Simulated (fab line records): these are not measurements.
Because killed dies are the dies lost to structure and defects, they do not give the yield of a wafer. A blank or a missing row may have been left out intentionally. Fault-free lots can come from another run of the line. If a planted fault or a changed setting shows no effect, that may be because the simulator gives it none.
Comparing a struck lot with a sound one ; flow gf180mcu ; 14 steps out of a route of 602
Sound: the wafers L689.1, L689.3, L689.4. Wafers struck: L701.1, L701.2, L701.4. Last of all comes the cause.
For every step that has rows: the tool of each side, followed by ch and its chambers, followed by its first start. Under that, the readings that differ: sound wafers ; struck wafers ; difference of the means ; sigmas: that difference in standard deviations of wafers without a fault.
alike: readings with means less than 2 such deviations apart, plus words and numbers identical on both sides. not compared: withheld readings, readings lacking a value on some wafer, bounds such as >300 that could conceal the same value, and numbers that have no deviation in the record and whose values overlap.
The two part at a step that has a row with sigmas, a row that says differs or no value, or rows on one side only. When numbers do not overlap yet have no deviation, they are printed without sigmas and do not part them. A reading that every wafer of one side lacks parts them only if that side has two wafers or more.

first, 4 steps without rows for these wafers: GF_CONTACT_CLEAN_19 (cleans in SPM); GF_CONTACT_CLEAN_20 (cleans in DIW); GF_CONTACT_CLEAN_21 (cleans in dHF, time 20 s); GF_CONTACT_SPUTTER_22 (material Ti, target thk 15 nm, time 80.02 s).
GF_CONTACT_SPUTTER_23: material TiN, target thk 10 nm, time 40 s.
  struck on pvd sputter-02, day 22 17:07; sound on pvd sputter-02, day 18 13:00
  alike: cathode dc power W, chamber pressure pa, throttle valve pct
GF_CONTACT_CVD_24: deposits W, target thk 300 nm, time 90.339 s.
  sound on cvd w-01 ch 0,1, day 18 13:02; struck on cvd w-01 ch 0, day 22 17:09
reading;sound;struck;difference;sigmas
chamber pressure Torr (Torr);39.88 40.14 40.03;39.81 39.82 39.86;-0.19;-2
  alike: heater power w, susceptor temp C
GF_CONTACT_RS_MEAS_25: the measuring method here is four-point-probe.
  struck on film metro-02, day 22 17:21; sound on film metro-04, day 18 13:08
  alike: CONTACT_W_RS
GF_CONTACT_THK_MEAS_26: measures by xrf.
  struck on film metro-02, day 22 17:28; sound on film metro-04, day 18 13:16
  alike: CONTACT_W_THK
GF_CONTACT_CMP_27: polishes, stops on SiO2, t overpolish 15 s, target thk 0 nm.
  sound on cmp-02 ch 0,1,3, day 18 13:22; struck on cmp-01 ch 0,1,2, day 22 17:32
  alike: edge zone pressure frac, motor current A, overpolish run s, retaining ring pressure frac, slurry filter dp kPa, time to endpoint s
GF_M1_SPUTTER_00: material Ti, target thk 37.5 nm, time 150 s.
  struck on pvd sputter-03, day 22 17:50; sound on pvd sputter-03, day 18 13:37
  alike: cathode dc power W, chamber pressure pa, throttle valve pct
GF_M1_SPUTTER_01: material TiN, target thk 30 nm, time 25 s.
  struck on pvd sputter-03, day 22 17:56; sound on pvd sputter-03, day 18 13:43
  alike: cathode dc power W, chamber pressure pa, throttle valve pct
then, 1 step without rows for these wafers: GF_M1_SPUTTER_02 (material AlCu, target thk 450 nm, time 23.9 s).
GF_M1_SPUTTER_03: material Ti, target thk 10 nm, time 6.7 s.
  struck on pvd sputter-03, day 22 17:59; sound on pvd sputter-03, day 18 13:47
  no value came back on the struck wafers for cathode dc power W (W), chamber pressure pa (Pa), throttle valve pct (%); on the sound wafers cathode dc power W (W) reads 2999.8 2999.6 2998.7
then, 1 step without rows for these wafers: GF_M1_SPUTTER_04 (material TiN, target thk 50 nm, time 41.7 s).

WHERE THEY PART
Earliest at GF_CONTACT_CVD_24; latest, in this record, at GF_M1_SPUTTER_03.

WHY: what had been put in by the simulator
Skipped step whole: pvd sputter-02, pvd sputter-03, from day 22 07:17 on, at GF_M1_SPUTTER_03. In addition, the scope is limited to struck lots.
